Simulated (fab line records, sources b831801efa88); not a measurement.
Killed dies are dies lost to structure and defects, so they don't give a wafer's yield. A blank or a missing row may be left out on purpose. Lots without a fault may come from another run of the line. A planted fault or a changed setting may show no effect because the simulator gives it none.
A struck lot beside a sound one | flow sky130 | 18 steps out of a route of 708
Sound: wafers L974.2, L974.3, L974.5. Struck: wafers L990.1, L990.5, L990.6. The cause comes at the end.
At each step with rows: each side's tool, then ch and its chambers, then its first start. Under that, the readings that differ: sound wafers | struck wafers | difference of the means | sigmas: that difference in standard deviations of wafers without a fault.
alike: readings whose means differ by less than 2 such deviations, and words and numbers that are the same on both sides. not compared: withheld readings, readings that some wafer has no value for, bounds like >300 that may hide the same value, and numbers for which the record gives no deviation and whose values overlap.
The two part at a step that has a row with sigmas, a row that says differs or no value, or rows on one side only. Numbers that don't overlap but have no deviation are shown without sigmas and don't part them. A reading that every wafer of one side lacks parts them only if that side has two wafers or more.

first, 3 steps without rows for these wafers: SKY_SONOS_ONO_WET_ETCH_18 (etches Si3N4 in H3PO4, target depth 15 nm, time 172 s); SKY_GATE_OXIDE_CLEAN_00 (cleans in SC1/SC2, time 150 s); SKY_GATE_OXIDE_OXIDATION_01 (stabilise 600 s, purge 300 s, target thk 10.268 nm).
SKY_GATE_OXIDE_THK_MEAS_02:
  sound on film_metro-02, day 13 22:38; struck on film_metro-01, day 19 06:05
  alike: GATE_OXIDE_OXIDATION_00_THK
then, 7 steps without rows for these wafers: SKY_GATE_OXIDE_DEHYDRATE_03 (time 60 s); SKY_GATE_OXIDE_HMDS_04 (prime time 60 s); SKY_GATE_OXIDE_COAT_05 (resist thk 1140 nm); SKY_GATE_OXIDE_SOFTBAKE_06 (time 60 s); SKY_GATE_OXIDE_EXPOSE_07 (exposes mask LVOM, target cd 600 nm); SKY_GATE_OXIDE_PEB_08; SKY_GATE_OXIDE_DEVELOP_09 (develop time 60 s).
SKY_GATE_OXIDE_OVL_MEAS_10:
  sound on overlay-01, day 15 00:29; struck on overlay-01, day 20 13:08
  alike: GATE_OXIDE_OVL
SKY_GATE_OXIDE_IMPLANT_11:
  sound on implanter-02 ch 0, day 15 00:32; struck on implanter-02 ch 0, day 20 13:10
  reading            | sound                       | struck                        | difference | sigmas
  dose_ions_cm2      | 2.6e+12 2.598e+12 2.599e+12 | 1.563e+12 1.566e+12 1.566e+12 | -1.034e+12 | -99 or more
  faraday_current_uA | 14.41 14.52 14.51           | 8.89 8.87 9.02                | -5.55      | -19
  alike: end_station_pressure_torr
then, 1 step without rows for these wafers: SKY_GATE_OXIDE_WET_ETCH_12 (etches SiO2 in dHF, target depth 16.8 nm, time 336 s).
SKY_GATE_OXIDE_STRIP_13: strips in O2/N2.
  sound on plasma_asher-03 ch 0,1, day 15 00:46; struck on plasma_asher-03 ch 0,1, day 20 13:25
  alike: drypump_motor_current_A, n2_flow_sccm, oes_product_au, strip_time_to_endpoint_s
  not compared: rf_hours_counter_h
SKY_GATE_OXIDE_TW_MEAS_14:
  sound on film_metro-01, day 15 00:53; struck on film_metro-03, day 20 13:31
  reading       | sound             | struck            | difference | sigmas
  GATE_OXIDE_TW | 225.4 226.5 225.6 | 194.7 194.9 194.3 | -31.2      | -18
then, 1 step without rows for these wafers: SKY_GATE_OXIDE_CLEAN_15 (cleans in SC1/SC2, time 150 s).
-- the record jumps here: 30 days lie between the struck wafers' starts before and after (it left off in module GATE_OXIDE and takes up again in module PAD_OPEN, whose first step shown is number 708 of the route) --
SKY_PAD_OPEN_PROBE_99:
  sound on prober-02, day 46 17:50; struck on prober-01, day 50 04:24
  reading                                   | sound       | struck            | difference | sigmas
  model.etest.tip_p.rs_ohm_sq               | 6836 6765   | 7451 7427 7455    | +644       |
  model.etest.pfet_01v8.r_on_ohm_um         | 2909 2862   | 3208 3194 3249    | +332       |
  model.etest.nfet_01v8_lvt.drive_ua_um     | 567.9 578.2 | 629.6 633.9 639.9 | +61.4      |
  model.etest.nfet_01v8.drive_ua_um         | 496.9 503.5 | 549.7 552.2 558.3 | +53.2      |
  model.etest.nfet_01v8_turned.drive_ua_um  | 495.8 510.2 | 549.7 553.9 555.2 | +49.9      |
  model.etest.nfet_01v8_swapped.drive_ua_um | 496.1 506.2 | 545 554.7 559.2   | +52        |
  model.etest.sram_nfet_pass.drive_ua_um    | 489.2 472.1 | 531.6 527 544.3   | +53.6      |
  model.etest.nfet_01v8.r_on_ohm_um         | 845.5 841.1 | 802.1 779.3 786.7 | -53.9      |
  alike: killed_at_M0_to_M3, killed_at_M4_up, killed_at_contacts, killed_at_front_end, killed_at_other, killed_dies, killed_open, killed_short

WHERE THEY PART
First at SKY_GATE_OXIDE_IMPLANT_11; last, within this record, at SKY_GATE_OXIDE_TW_MEAS_14. Later steps at which nothing parts them and some readings are alike: SKY_PAD_OPEN_PROBE_99.

WHY: what the simulator had put in
Process parameter drift: implanter-02, from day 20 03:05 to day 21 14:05, at SKY_GATE_OXIDE_IMPLANT_11. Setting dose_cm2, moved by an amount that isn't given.
